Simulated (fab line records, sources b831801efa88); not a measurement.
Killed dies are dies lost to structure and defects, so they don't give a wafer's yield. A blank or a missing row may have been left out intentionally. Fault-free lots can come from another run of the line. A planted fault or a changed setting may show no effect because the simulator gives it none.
fab line records	flow gf180mcu	part 1 of 2: steps 1 to 29 of 36
record lots=5	wafers=15	last_day=34
route steps=602 shown M2@379 V2@382 M3@409
lots with no fault: from the same line, run without faults
start_h: the number of hours between the record's first day and the start of the first shown wafer of the lot	wait_h: hours elapsed since this lot's preceding step	" as in the row above	L1.1+2: several wafers, shown together as one row	- value missing, or start not given	* or withheld: withheld	< > ~ a bound
route shown NAME@n: NAME is a module with steps in the file, n the number in the route of the first one	usual: mean/standard deviation of fault-free wafers	same: alike in all rows	chamber/n: place in a boat	sites: each site's reading	_std_site: the standard deviation of these	_edge_site: the outer-site mean with the inner-site mean subtracted	radius_mm: how far each site lies from the wafer's centre	mask NAME#n: copy n	behind: the last tool/chamber to shape the wafer	hold: the reason the lot was held/the length of the hold in hours/how it ended	device: transistor that didn't switch, given as n, p or np	end of line: the tests these same wafers got at the end of their route	for a step that has no rows: nothing shown but its recipe	killed: dies lost to structure and defects at the first sort, not the wafer's yield	map: a wafer's dies, x killed, . not, _ none there
set.NAME: the setting that was run; set.NAME@STEP: the one run at that earlier step	model.NAME: the simulator's own value behind a step, which no gauge read
lots at some steps of the route; a table a step, a row a wafer
services: a tool's chamber out of use, with start hour (start_h, from the record's first day; less than 0 if before it), hours out, and reason
## steps
# step GF_M2_STRIP_17
# recipe chemistry=O2/N2	power_w=1400	pressure_mtorr=1500	platen_temp_c=250	o2_flow_sccm=3000	n2_flow_sccm=300	overash_fraction=0.5
# usual drypump_motor_current_A=5.8/0.48	heater_power_w=340/20	oes_product_au=0.557/0.0048	strip_time_to_endpoint_s=7.87/0.055
lot.wafer	tool	chamber	start_h	wait_h	drypump_motor_current_A	heater_power_w	oes_product_au	rf_hours_counter_h	strip_time_to_endpoint_s
L082.1	plasma_asher-02	1	503.00	0.1	5.2	324	0.558	82	7.85
L082.3	"	0	"	"	5.9	341	0.550	-	7.89
L082.6	"	0	"	"	6.0	346	0.555	-	7.84
L083.2	plasma_asher-01	1	520.05	0.1	6.6	387	0.563	9	7.83
L083.3	"	1	"	"	6.6	370	0.551	-	7.92
L083.5	"	0	"	"	5.3	329	0.559	-	7.83
L086.1	plasma_asher-04	0	545.10	0.1	5.9	326	0.554	78	7.83
L086.4	"	0	"	"	5.9	317	0.549	-	7.81
L086.6	"	0	"	"	5.9	325	0.558	-	7.80
L087.3	plasma_asher-01	1	560.18	0.1	6.6	377	0.561	-	7.93
L087.4	"	0	"	"	5.3	323	0.554	-	7.81
L087.6	"	1	"	"	6.6	371	0.551	-	7.81
L097.1	plasma_asher-04	0	626.61	0.1	5.9	320	0.556	87	7.91
L097.2	"	1	"	"	6.1	339	0.552	87	7.90
L097.3	"	1	"	"	6.1	345	0.561	-	7.92
# step GF_M2_STRIP_18
# recipe chemistry=post_etch_residue_remover	time_s=1200	temp_c=72.5
lot.wafer	tool	chamber	start_h	wait_h
L082.1+3+6	wet_bench-02	3	503.10	0.1
L083.2+3+5	wet_bench-02	3	520.15	0.1
L086.1+4+6	wet_bench-01	0	545.20	0.1
L087.3+4+6	wet_bench-04	3	560.25	0.0
L097.1+2+3	wet_bench-04	1	626.71	0.1
# step GF_M2_CLEAN_19
# recipe chemistry=DIW	dry=n2_spin
lot.wafer	tool	chamber	start_h	wait_h
L082.1+3+6	wet_bench-04	3	503.44	0.0
L083.2+3+5	wet_bench-01	1	520.49	0.0
L086.1+4+6	wet_bench-04	1	545.57	0.0
L087.3+4+6	wet_bench-02	1	560.59	0.0
L097.1+2+3	wet_bench-02	0	627.08	0.0
# step GF_V2_CVD_00
# recipe material=SiO2	target_thk_nm=600	sigma_open_frac=0.3	temp_c=400	time_s=100	sih4_flow_sccm=60	pressure_mtorr=6
# usual pressure_mtorr=6.000/0.012
lot.wafer	tool	chamber	start_h	wait_h	pressure_mtorr
L082.1	hdpcvd-02	1	503.53	0.0	6.023
L082.3	"	2	"	"	6.009
L082.6	"	2	"	"	5.986
L083.2	hdpcvd-01	0	520.59	0.0	5.994
L083.3	"	1	"	"	6.019
L083.5	"	1	"	"	5.992
L086.1	hdpcvd-01	1	545.76	0.0	6.001
L086.4	"	1	"	"	5.985
L086.6	"	2	"	"	5.997
L087.3	hdpcvd-02	2	560.78	0.0	5.987
L087.4	"	1	"	"	6.013
L087.6	"	0	"	"	6.000
L097.1	hdpcvd-02	2	627.17	0.0	5.981
L097.2	"	1	"	"	5.992
L097.3	"	0	"	"	6.003
# step GF_V2_THK_MEAS_01
# recipe reads=SiO2_of_V2_CVD_00
# usual V2_CVD_00_THK=599/7.2
lot.wafer	tool	chamber	start_h	wait_h	V2_CVD_00_THK[nm]
L082.1	film_metro-01	-	503.61	0.0	598
L082.3	"	-	"	"	605
L082.6	"	-	"	"	594
L083.2	film_metro-01	-	520.67	0.0	593
L083.3	"	-	"	"	589
L083.5	"	-	"	"	586
L086.1	film_metro-01	-	545.83	0.0	594
L086.4	"	-	"	"	588
L086.6	"	-	"	"	603
L087.3	film_metro-01	-	560.87	0.1	616
L087.4	"	-	"	"	610
L087.6	"	-	"	"	610
L097.1	film_metro-04	-	627.25	0.0	593
L097.2	"	-	"	"	596
L097.3	"	-	"	"	595
# step GF_V2_CVD_02
# recipe material=SiO2	target_thk_nm=850	precursor=TEOS	temp_c=400	time_s=94.851	rf_w=600
# usual heater_power_outer_w=414/100	heater_power_w=730/150
lot.wafer	tool	chamber	start_h	wait_h	heater_power_outer_w	heater_power_w
L082.1	pecvd-02	2	503.67	0.1	332	592
L082.3	"	2	"	"	352	664
L082.6	"	2	"	"	390	706
L083.2	pecvd-02	2	520.72	0.0	367	674
L083.3	"	1	"	"	569	948
L083.5	"	1	"	"	616	967
L086.1	pecvd-03	2	545.89	0.1	416	644
L086.4	"	2	"	"	425	693
L086.6	"	0	"	"	453	873
L087.3	pecvd-04	2	560.91	0.0	398	752
L087.4	"	0	"	"	396	655
L087.6	"	2	"	"	455	845
L097.1	pecvd-04	2	627.31	0.1	414	785
L097.2	"	1	"	"	310	574
L097.3	"	0	"	"	390	665
# step GF_V2_THK_MEAS_03
# recipe reads=SiO2_of_V2_CVD_02
# usual V2_CVD_02_THK=849/11
lot.wafer	tool	chamber	start_h	wait_h	V2_CVD_02_THK[nm]
L082.1	film_metro-04	-	503.77	0.1	846
L082.3	"	-	"	"	852
L082.6	"	-	"	"	850
L083.2	film_metro-01	-	520.84	0.1	841
L083.3	"	-	"	"	845
L083.5	"	-	"	"	841
L086.1	film_metro-04	-	545.96	0.0	858
L086.4	"	-	"	"	859
L086.6	"	-	"	"	847
L087.3	film_metro-04	-	561.00	0.1	856
L087.4	"	-	"	"	844
L087.6	"	-	"	"	869
L097.1	film_metro-01	-	627.38	0.0	842
L097.2	"	-	"	"	853
L097.3	"	-	"	"	834
# step GF_V2_CMP_04
# recipe material=SiO2	down_force_psi=4	platen_rpm=60	pad_velocity_m_s=0.94248
# usual edge_zone_pressure_frac=1.000/0.005	motor_current_A=11.7/1.1	time_to_endpoint_s=79/5.6
lot.wafer	tool	chamber	start_h	wait_h	edge_zone_pressure_frac	motor_current_A	time_to_endpoint_s
L082.1	cmp-02	0	503.93	0.1	1.005	13.3	77
L082.3	"	1	"	"	0.999	10.9	75
L082.6	"	3	"	"	1.003	10.5	78
L083.2	cmp-02	2	520.89	0.0	1.003	11.6	75
L083.3	"	3	"	"	1.000	10.6	73
L083.5	"	3	"	"	0.994	10.2	74
L086.1	cmp-02	0	546.02	0.1	1.002	13.7	84
L086.4	"	3	"	"	0.995	9.9	81
L086.6	"	1	"	"	1.005	11.4	73
L087.3	cmp-02	1	561.04	0.0	0.996	12.2	78
L087.4	"	0	"	"	1.012	13.5	80
L087.6	"	1	"	"	0.998	10.9	81
L097.1	cmp-01	0	627.44	0.1	1.002	12.9	78
L097.3	"	1	"	"	1.002	11.1	77
L097.2	"	3	"	"	0.996	11.5	85
# step GF_V2_BOW_MEAS_05
# recipe mode=bow
# usual V2_BOW=100/7.8
lot.wafer	tool	chamber	start_h	wait_h	V2_BOW[um]
L082.1	film_metro-04	-	504.13	0.1	90
L082.3	"	-	"	"	97
L082.6	"	-	"	"	96
L083.2	film_metro-04	-	521.25	0.3	102
L083.3	"	-	"	"	99
L083.5	"	-	"	"	101
L086.1	film_metro-01	-	546.32	0.2	102
L086.4	"	-	"	"	97
L086.6	"	-	"	"	100
L087.3	film_metro-01	-	561.38	0.3	100
L087.4	"	-	"	"	101
L087.6	"	-	"	"	110
L097.1	film_metro-04	-	627.74	0.2	92
L097.2	"	-	"	"	101
L097.3	"	-	"	"	105
# step GF_V2_DEHYDRATE_06
# recipe temp_c=200	time_s=60
lot.wafer	tool	chamber	start_h	wait_h
L082.1+3+6	litho_track-01	0	515.09	10.9
L083.2+3+5	litho_track-04	0	532.34	11.1
L086.1+4+6	litho_track-04	0	557.02	10.7
L087.3+4+6	litho_track-03	0	571.69	10.3
L097.1+2+3	litho_track-01	0	637.39	9.6
# step GF_V2_HMDS_07
# recipe prime_time_s=60	prime_temp_c=120
lot.wafer	tool	chamber	start_h	wait_h
L082.1+3+6	litho_track-01	0	515.24	0.1
L083.2+3+5	litho_track-04	0	532.49	0.1
L086.1+4+6	litho_track-04	0	557.17	0.1
L087.3+4+6	litho_track-03	0	571.84	0.1
L097.1+2+3	litho_track-01	0	637.54	0.1
# step GF_V2_COAT_08
# recipe resist=BARC	temp_c=withheld	time_s=withheld	spin_rpm=withheld	resist_thk_nm=withheld
lot.wafer	tool	chamber	start_h	wait_h
L082.1+3+6	litho_track-01	0	515.39	0.1
L083.2+3+5	litho_track-04	0	532.64	0.1
L086.1+4+6	litho_track-04	0	557.32	0.1
L087.3+4+6	litho_track-03	0	571.99	0.1
L097.1+2+3	litho_track-01	0	637.69	0.1
# step GF_V2_COAT_09
# recipe resist=KrF	spin_rpm=withheld	resist_thk_nm=1000
lot.wafer	tool	chamber	start_h	wait_h
L082.1+3+6	litho_track-01	0	-	-
L083.2+3+5	litho_track-04	0	-	-
L086.1+4+6	litho_track-04	0	-	-
L087.3+4+6	litho_track-03	0	-	-
L097.1+2+3	litho_track-01	0	-	-
# step GF_V2_SOFTBAKE_10
# recipe temp_c=130	time_s=60	resist=KrF
lot.wafer	tool	chamber	start_h	wait_h
L082.1+3+6	litho_track-01	0	-	-
L083.2+3+5	litho_track-04	0	-	-
L086.1+4+6	litho_track-04	0	-	-
L087.3+4+6	litho_track-03	0	-	-
L097.1+2+3	litho_track-01	0	-	-
# step GF_V2_EXPOSE_11
# recipe mask_id=Via2	target_cd_nm=260	na=0.68	source_shape=conventional	sigma_outer=0.6	dose_mj=38
# usual stage_vel_mm_s=500.06/0.24
lot.wafer	tool	chamber	start_h	wait_h	mask	stage_vel_mm_s
L082.1	krf_scanner-02	0	-	-	Via2#0	500.03
L082.3	"	0	"	"	Via2#0	500.08
L082.6	"	0	"	"	Via2#0	500.19
L083.2	krf_scanner-02	0	-	-	Via2#0	500.37
L083.3	"	0	"	"	Via2#0	500.12
L083.5	"	0	"	"	Via2#0	499.94
L086.1	krf_scanner-01	0	-	-	Via2#0	500.02
L086.4	"	0	"	"	Via2#0	500.02
L086.6	"	0	"	"	Via2#0	500.20
L087.3	krf_scanner-01	0	-	-	Via2#0	500.21
L087.4	"	0	"	"	Via2#0	499.92
L087.6	"	0	"	"	Via2#0	500.44
L097.1	krf_scanner-01	0	-	-	Via2#0	499.85
L097.2	"	0	"	"	Via2#0	499.92
L097.3	"	0	"	"	Via2#0	499.92
# step GF_V2_PEB_12
# recipe peb_temp_c=135	peb_time_s=90	resist=KrF
lot.wafer	tool	chamber	start_h	wait_h
L082.1+3+6	litho_track-01	0	-	-
L083.2+3+5	litho_track-01	0	-	-
L086.1+4+6	litho_track-04	0	-	-
L087.3+4+6	litho_track-04	0	-	-
L097.1+2+3	litho_track-04	0	-	-
# step GF_V2_DEVELOP_13
# recipe develop_time_s=60	resist=KrF	dev_temp_c=21
# same develop_time_s=60
lot.wafer	tool	chamber	start_h	wait_h
L082.1+3+6	litho_track-01	0	527.04	0.2
L083.2+3+5	litho_track-01	0	544.07	0.2
L086.1+4+6	litho_track-04	0	568.32	0.2
L087.3+4+6	litho_track-04	0	582.87	0.1
L097.1+2+3	litho_track-04	0	647.37	0.2
# step GF_V2_CD_MEAS_14
# recipe target_cd_nm=260
# usual cd_nm=260.3/1.5
lot.wafer	tool	chamber	start_h	wait_h	cd_nm
L082.1	cd_sem-01	-	527.19	0.1	261.1
L082.3	"	-	"	"	260.5
L082.6	"	-	"	"	260.9
L083.2	cd_sem-01	-	544.21	0.1	259.4
L083.3	"	-	"	"	258.7
L083.5	"	-	"	"	258.9
L086.1	cd_sem-02	-	568.47	0.1	261.4
L086.4	"	-	"	"	260.1
L086.6	"	-	"	"	261.8
L087.3	cd_sem-02	-	583.01	0.1	259.9
L087.4	"	-	"	"	259.6
L087.6	"	-	"	"	260.2
L097.1	cd_sem-02	-	647.52	0.1	263.3
L097.2	"	-	"	"	262.8
L097.3	"	-	"	"	262.0
# step GF_V2_OVL_MEAS_15
# usual V2_OVL=-3/4.4
lot.wafer	tool	chamber	start_h	wait_h	V2_OVL[nm]
L082.1	overlay-02	-	527.31	0.1	-3
L082.3	"	-	"	"	-6
L082.6	"	-	"	"	1
L083.2	overlay-02	-	544.32	0.1	1
L083.3	"	-	"	"	-10
L083.5	"	-	"	"	-5
L086.1	overlay-02	-	568.59	0.1	-9
L086.4	"	-	"	"	-9
L086.6	"	-	"	"	-12
L087.3	overlay-02	-	583.10	0.1	3
L087.4	"	-	"	"	0
L087.6	"	-	"	"	-3
L097.1	overlay-01	-	647.64	0.1	-1
L097.2	"	-	"	"	-6
L097.3	"	-	"	"	1
# step GF_V2_ETCH_16
# recipe chemistry=N2/H2	target_depth_a=withheld	overetch_a=withheld	time_s=withheld	target=BARC	ion_energy_ev=200	source_w=500	bias_w=100	pressure_mtorr=30	n2_flow_sccm=100	h2_flow_sccm=200
# usual bias_w=100.03/0.28	drypump_motor_current_A=6.0/0.33	h2_flow_sccm=199.9/0.59	oes_product_au=0.854/0.005	throttle_valve_pct=13.225/0.0091
lot.wafer	tool	chamber	start_h	wait_h	bias_w	drypump_motor_current_A	h2_flow_sccm	oes_product_au	throttle_valve_pct
L082.1	rie_diel-01	0	527.35	0.0	99.85	5.8	199.7	0.857	13.226
L082.3	"	2	"	"	99.50	6.2	200.4	0.858	13.244
L082.6	"	3	"	"	100.04	5.7	199.5	0.861	13.210
L083.2	rie_diel-03	1	544.35	0.0	100.22	5.7	200.0	0.854	13.221
L083.3	"	0	"	"	99.67	5.5	199.5	0.851	13.231
L083.5	"	0	"	"	99.90	5.5	199.8	0.847	13.225
L086.1	rie_diel-03	3	568.62	0.0	100.17	6.3	200.2	0.851	13.222
L086.4	"	1	"	"	99.85	5.7	199.1	0.848	13.225
L086.6	"	0	"	"	100.27	5.5	199.9	0.854	13.235
L087.3	rie_diel-01	2	583.12	0.0	99.88	6.2	199.8	0.853	13.234
L087.4	"	0	"	"	99.68	5.8	199.4	0.861	13.247
L087.6	"	2	"	"	99.88	6.2	198.9	0.853	13.220
L097.1	rie_diel-02	3	647.67	0.0	99.83	6.0	199.6	0.860	13.240
L097.2	"	0	"	"	100.08	5.5	200.7	0.854	13.227
L097.3	"	2	"	"	99.90	6.3	200.0	0.851	13.228
# step GF_V2_ETCH_17
# recipe chemistry=C4F8/O2/Ar	mask_material=KrF	target=SiO2	stop_on=TiN	source_w=1500	bias_w=1200	pressure_mtorr=40	c4f8_flow_sccm=withheld	O2_flow_sccm=6	Ar_flow_sccm=300	time_s=withheld	target_depth_a=6300
# usual bias_w=1200/3.5	oes_product_au=0.855/0.0047
lot.wafer	tool	chamber	start_h	wait_h	bias_w	oes_product_au
L082.1	rie_diel-01	0	-	-	1198	0.854
L082.3	"	2	"	"	1203	0.858
L082.6	"	3	"	"	1198	0.854
L083.2	rie_diel-03	1	-	-	1197	0.857
L083.3	"	0	"	"	1202	0.849
L083.5	"	0	"	"	1208	0.846
L086.1	rie_diel-03	3	-	-	1201	0.867
L086.4	"	1	"	"	1202	0.854
L086.6	"	0	"	"	1202	0.862
L087.3	rie_diel-01	2	-	-	1205	0.861
L087.4	"	0	"	"	1201	0.856
L087.6	"	2	"	"	1200	0.854
L097.1	rie_diel-02	3	-	-	1202	0.851
L097.2	"	0	"	"	1200	0.862
L097.3	"	2	"	"	1209	0.848
# step GF_V2_STRIP_18
# recipe chemistry=O2/N2	power_w=1400	pressure_mtorr=1500	platen_temp_c=250	o2_flow_sccm=3000	n2_flow_sccm=300	overash_fraction=0.5
# usual drypump_motor_current_A=5.7/0.62	heater_power_w=341/29	oes_product_au=0.592/0.005
lot.wafer	tool	chamber	start_h	wait_h	drypump_motor_current_A	heater_power_w	oes_product_au	rf_hours_counter_h
L082.1	plasma_asher-01	1	527.48	-	6.6	381	0.585	10
L082.3	"	0	"	"	5.3	326	0.587	-
L082.6	"	0	"	"	5.3	330	0.596	-
L083.2	plasma_asher-01	0	544.48	-	5.3	327	0.587	12
L083.3	"	1	"	"	6.6	381	0.586	-
L083.5	"	1	"	"	6.6	382	0.591	-
L086.1	plasma_asher-02	0	568.75	-	5.9	345	0.592	86
L086.4	"	1	"	"	5.2	322	0.582	-
L086.6	"	1	"	"	5.2	328	0.588	-
L087.3	plasma_asher-01	0	583.29	-	5.3	332	0.587	-
L087.4	"	1	"	"	6.6	388	0.601	-
L087.6	"	0	"	"	5.3	322	0.598	-
L097.1	plasma_asher-01	1	647.80	-	6.6	372	0.599	24
L097.2	"	0	"	"	5.3	328	0.593	24
L097.3	"	1	"	"	6.6	383	0.590	-
# step GF_V2_STRIP_19
# recipe chemistry=post_etch_residue_remover	time_s=1200	temp_c=72.5
lot.wafer	tool	chamber	start_h	wait_h
L082.1+3+6	wet_bench-02	2	527.58	0.1
L083.2+3+5	wet_bench-02	2	544.58	0.1
L086.1+4+6	wet_bench-02	2	568.85	0.1
L087.3+4+6	wet_bench-01	0	583.35	0.0
L097.1+2+3	wet_bench-02	1	647.90	0.1
# step GF_V2_CLEAN_20
# recipe chemistry=DIW	dry=n2_spin
lot.wafer	tool	chamber	start_h	wait_h
L082.1+3+6	wet_bench-01	3	527.95	0.0
L083.2+3+5	wet_bench-03	3	544.92	0.0
L086.1+4+6	wet_bench-01	2	569.23	0.0
L087.3+4+6	wet_bench-01	1	583.69	0.0
L097.1+2+3	wet_bench-03	1	648.27	0.0
# step GF_V2_SPUTTER_21
# recipe material=Ti	target_thk_nm=15	chamber_pressure_pa=5	power_w=2500	substrate_temp_c=200	time_s=80.02
# usual cathode_dc_power_W=2499.9/0.46	throttle_valve_pct=30.3/0.99
lot.wafer	tool	chamber	start_h	wait_h	cathode_dc_power_W	throttle_valve_pct
L082.1	pvd_sputter-01	-	528.04	0.0	2500.4	30.1
L082.3	"	-	"	"	2499.4	31.1
L082.6	"	-	"	"	2500.1	31.1
L083.2	pvd_sputter-01	-	545.01	0.0	2500.1	30.0
L083.3	"	-	"	"	2500.2	29.9
L083.5	"	-	"	"	2499.7	30.1
L086.1	pvd_sputter-01	-	569.32	0.0	2500.0	31.2
L086.4	"	-	"	"	2499.5	30.4
L086.6	"	-	"	"	2500.1	30.1
L087.3	pvd_sputter-03	-	583.79	0.0	2499.5	30.8
L087.4	"	-	"	"	2499.5	30.8
L087.6	"	-	"	"	2499.6	31.4
L097.1	pvd_sputter-03	-	648.37	0.0	2500.1	31.6
L097.2	"	-	"	"	2500.0	30.9
L097.3	"	-	"	"	2499.7	28.6
# step GF_V2_SPUTTER_22
# recipe material=TiN	target_thk_nm=10	chamber_pressure_pa=5	power_w=4000	time_s=40
# usual cathode_dc_power_W=4000.0/0.71	throttle_valve_pct=30.3/0.96
lot.wafer	tool	chamber	start_h	wait_h	cathode_dc_power_W	throttle_valve_pct
L082.1	pvd_sputter-01	-	528.10	0.0	3998.8	29.9
L082.3	"	-	"	"	3999.4	30.9
L082.6	"	-	"	"	4000.3	31.0
L083.2	pvd_sputter-01	-	545.07	0.0	4000.2	29.7
L083.3	"	-	"	"	4000.6	29.9
L083.5	"	-	"	"	3999.0	30.0
L086.1	pvd_sputter-01	-	569.38	0.0	4001.0	31.2
L086.4	"	-	"	"	3999.5	30.3
L086.6	"	-	"	"	4000.2	30.2
L087.3	pvd_sputter-03	-	583.85	0.0	4000.7	31.1
L087.4	"	-	"	"	3999.4	30.6
L087.6	"	-	"	"	4000.3	31.6
L097.1	pvd_sputter-03	-	648.43	0.0	3998.6	31.3
L097.2	"	-	"	"	4000.9	30.6
L097.3	"	-	"	"	3998.7	28.3
# step GF_V2_CVD_23
# recipe material=W	target_thk_nm=350	time_s=104.94	temp_c=400	pressure_torr=40
# usual heater_power_outer_w=515/91	heater_power_w=850/130
lot.wafer	tool	chamber	start_h	wait_h	heater_power_outer_w	heater_power_w
L082.1	cvd_w-02	0	528.14	0.0	473	801
L082.3	"	0	"	"	476	800
L082.6	"	1	"	"	508	818
L083.2	cvd_w-01	0	545.11	0.0	442	710
L083.3	"	1	"	"	656	1049
L083.5	"	1	"	"	647	1058
L086.1	cvd_w-01	1	569.42	0.0	633	1035
L086.4	"	1	"	"	657	1006
L086.6	"	1	"	"	641	1020
L087.3	cvd_w-02	1	583.92	0.1	497	812
L087.4	"	0	"	"	471	803
L087.6	"	1	"	"	491	820
L097.1	cvd_w-02	1	648.47	0.0	487	823
L097.2	"	0	"	"	480	787
L097.3	"	0	"	"	457	816
# step GF_V2_RS_MEAS_24
# recipe thk_meas_gauge=four-point-probe	reads=W_of_V2_CVD_23+TiN_of_V2_SPUTTER_22+Ti_of_V2_SPUTTER_21
# usual V2_W_RS=0.328/0.0049
lot.wafer	tool	chamber	start_h	wait_h	V2_W_RS[ohm/sq]
L082.1	film_metro-01	-	528.30	0.1	0.325
L082.3	"	-	"	"	0.320
L082.6	"	-	"	"	0.330
L083.2	film_metro-04	-	545.24	0.1	0.334
L083.3	"	-	"	"	0.322
L083.5	"	-	"	"	0.328
L086.1	film_metro-01	-	569.53	0.1	0.321
L086.4	"	-	"	"	0.322
L086.6	"	-	"	"	0.323
L087.3	film_metro-01	-	584.09	0.1	0.332
L087.4	"	-	"	"	0.321
L087.6	"	-	"	"	0.330
L097.1	film_metro-04	-	648.63	0.1	0.329
L097.2	"	-	"	"	0.325
L097.3	"	-	"	"	0.325
# step GF_V2_THK_MEAS_25
# recipe thk_meas_gauge=xrf	reads=W_of_V2_CVD_23
# usual V2_W_THK=342/5.4
lot.wafer	tool	chamber	start_h	wait_h	V2_W_THK[nm]
L082.1	film_metro-01	-	528.42	0.1	346
L082.3	"	-	"	"	353
L082.6	"	-	"	"	340
L083.2	film_metro-04	-	545.35	0.1	337
L083.3	"	-	"	"	351
L083.5	"	-	"	"	345
L086.1	film_metro-01	-	569.65	0.1	349
L086.4	"	-	"	"	348
L086.6	"	-	"	"	347
L087.3	film_metro-01	-	584.19	0.1	337
L087.4	"	-	"	"	349
L087.6	"	-	"	"	341
L097.1	film_metro-04	-	648.75	0.1	342
L097.2	"	-	"	"	348
L097.3	"	-	"	"	347
